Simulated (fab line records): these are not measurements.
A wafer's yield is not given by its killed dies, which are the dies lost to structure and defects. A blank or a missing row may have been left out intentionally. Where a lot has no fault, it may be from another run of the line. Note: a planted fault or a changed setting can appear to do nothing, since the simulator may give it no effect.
Problem report, 8D (eight disciplines) form, completed by code + flow sky130 + the parts of the form that need people (team, actions taken, sign-off) are left out

1. WHAT WENT WRONG
Across 6 wafers from 2 lots, NWELL_OXIDATION_THK at SKY_NWELL_THK_MEAS_02 averages 16.75 nm, while fault-free wafers read 9.85 nm with a standard deviation of 0.18. Relative to the usual mean, that is a shift of +38 standard deviations.
The first sign was on wafer L945.2 at day 4 06:56, on film-metro-02. At this step, 30 wafers from 10 lots have a number in the record. The rule behind "out" and "out of limits": a value lying over 4 standard deviations away from the usual mean. Any other wafer with a number is counted as sound.

2. WHAT IT IS; WHAT IT IS NOT
| question                    | is                           | is not                                                                          |
|-----------------------------|------------------------------|---------------------------------------------------------------------------------|
| which readings at this step | NWELL_OXIDATION_THK          | -                                                                               |
| which lots                  | L945, L946                   | L938, L939, L942, L943, L944, L951, L956, L959                                  |
| which wafers of those lots  | all that have a number       | -                                                                               |
| read on which gauges        | film-metro-02, film-metro-04 | film-metro-03                                                                   |
| when                        | from day 4 06:56             | up to then (15 sound wafers); but 9 sound wafers of L951, L956, L959 came after |

3. THE SUSPECTS, EACH WITH WHAT RULES IT OUT
Counting: a tool at a process step up to the reading stays a suspect if it ran every lot that is out and no sound lot after the first of them.
- the gauge at SKY_NWELL_THK_MEAS_02 has been ruled out. Those wafers that are out were read across 2 gauges (film-metro-02, film-metro-04).
- furnace-01 at SKY_NWELL_OXIDATION_01 (stabilise 600 s, purge 300 s, target thk 10 nm): kept. It processed each lot that is out, first L945 at day 4 05:32, and no sound lot thereafter; up to then, the last sound lot it processed was L944 at day 4 01:43. Its own readings are out on those wafers: spike-tc-bottom-C, spike-tc-centre-C, spike-tc-lower-C, spike-tc-top-C, spike-tc-upper-C, tube-center-temp-C, tube_center_temp_C_max, zone-power-bottom-pct, zone-power-centre-pct.
Left after counting: furnace-01 at SKY_NWELL_OXIDATION_01.

4. THE CAUSE (what the simulator had put in)
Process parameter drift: furnace-01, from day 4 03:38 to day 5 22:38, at SKY_NWELL_OXIDATION_01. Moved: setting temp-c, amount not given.
After counting, this tool was the only one left.

5. SEQUENCE OF EFFECTS, ordered by route
Each row: a reading where the mean over the struck wafers with a number is more than 3 standard deviations away from the usual. Only readings for which the record gives a usual standard deviation are gone through. hours: the time from each lot's start at the first step in this table that gives one to its start at this step, as a median over the lots. sigmas: the change in usual standard deviations.
| hours | step                   | reading                | usual    | on struck wafers | change | sigmas      |
|-------|------------------------|------------------------|----------|------------------|--------|-------------|
| 0     | SKY_NWELL_OXIDATION_01 | spike-tc-bottom-C      | 915.9 C  | 959.7            | +43.8  | +15         |
| 0     | SKY_NWELL_OXIDATION_01 | spike-tc-centre-C      | 901.4 C  | 950.4            | +49.0  | +45         |
| 0     | SKY_NWELL_OXIDATION_01 | spike-tc-lower-C       | 899.0 C  | 947.7            | +48.7  | +50         |
| 0     | SKY_NWELL_OXIDATION_01 | spike-tc-top-C         | 912.4 C  | 958.2            | +45.8  | +22         |
| 0     | SKY_NWELL_OXIDATION_01 | spike-tc-upper-C       | 900.2 C  | 947.9            | +47.6  | +48         |
| 0     | SKY_NWELL_OXIDATION_01 | tube-center-temp-C     | 899.98 C | 948.08           | +48.10 | +99 or more |
| 0     | SKY_NWELL_OXIDATION_01 | tube_center_temp_C_max | 902.3    | 950.4            | +48.1  | +99 or more |
| 0     | SKY_NWELL_OXIDATION_01 | zone-power-bottom-pct  | 27.0 %   | 32.2             | +5.2   | +4.7        |
| 0     | SKY_NWELL_OXIDATION_01 | zone-power-centre-pct  | 18.5 %   | 21.3             | +2.8   | +8.1        |
| 0     | SKY_NWELL_OXIDATION_01 | zone-power-lower-pct   | 16.4 %   | 19.4             | +3.0   | +4.5        |
| 1     | SKY_NWELL_THK_MEAS_02  | NWELL_OXIDATION_THK    | 9.85 nm  | 16.75            | +6.90  | +38         |
Here are the process steps it includes:
- SKY_NWELL_OXIDATION_01: stabilise 600 s, purge 300 s, target thk 10 nm.

6. WHAT WOULD HAVE CAUGHT IT SOONER
In this record the first reading out of limits at a measuring or inspecting step was taken at day 4 06:56, 3 hours after the fault began at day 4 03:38.
Tool's own readings at SKY_NWELL_OXIDATION_01, spike-tc-bottom-C, spike-tc-centre-C, spike-tc-lower-C, spike-tc-top-C, spike-tc-upper-C, tube-center-temp-C, tube_center_temp_C_max, zone-power-bottom-pct, zone-power-centre-pct: out on all struck wafers the step has rows for; an alarm limit on them would have tripped on the first.
Lots out: 2; of these, L946 started SKY_NWELL_OXIDATION_01 on furnace-01 after day 4 06:56. A hold on the tool at that time would have spared it.
